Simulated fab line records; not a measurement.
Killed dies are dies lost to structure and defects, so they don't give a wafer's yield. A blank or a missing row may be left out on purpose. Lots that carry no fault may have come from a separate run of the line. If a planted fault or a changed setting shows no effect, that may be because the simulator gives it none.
One fault seen from 2 desks    flow sfq line    only its own numbers are on each desk; what lay behind them is given at the end

AT THE METROLOGY DESK
What the gauges read, lot by lot, whatever tool the lot ran on: means of the sampled wafers that have a number. A lot is out of limits, marked OUT, if its mean lies more than 4 standard deviations from the usual mean; the brackets give that distance.
Columns: A = M5_OVL at SFQ_M5_OVL_MEAS_932, usual 2 nm
lot   first seen here  A
L298  day 57 01:33     3
L303  day 57 17:23     2
L311  day 59 14:17     5
L312  day 59 17:23     2
L316  day 60 16:08     -1
This desk found nothing out of limits on any of the 5 lots.

DESK OF THE TOOL OWNER: pvd sputter-04
The tool's own readings at SFQ_TRILAYER_R5_DEP_SPUTTER_132 (material Ti, target thk 5 nm, time 5 s): means of the sampled wafers that have a number, for each lot that ran on this tool. A lot is out of limits, marked OUT, if its mean lies more than 4 standard deviations from the usual mean; the brackets give that distance.
Columns: A = throttle valve pct at SFQ_TRILAYER_R5_DEP_SPUTTER_132, usual 30.1 %
lot   first seen here  A
L298  day 57 06:55     30.1
L312  day 60 00:56     30.0
This desk found nothing out of limits on any of the 2 lots.

PUT TOGETHER
The metrology desk saw nothing out of limits.
The desk of the tool owner found nothing out of limits.

WHAT HAD BEEN PUT IN BY THE SIMULATOR
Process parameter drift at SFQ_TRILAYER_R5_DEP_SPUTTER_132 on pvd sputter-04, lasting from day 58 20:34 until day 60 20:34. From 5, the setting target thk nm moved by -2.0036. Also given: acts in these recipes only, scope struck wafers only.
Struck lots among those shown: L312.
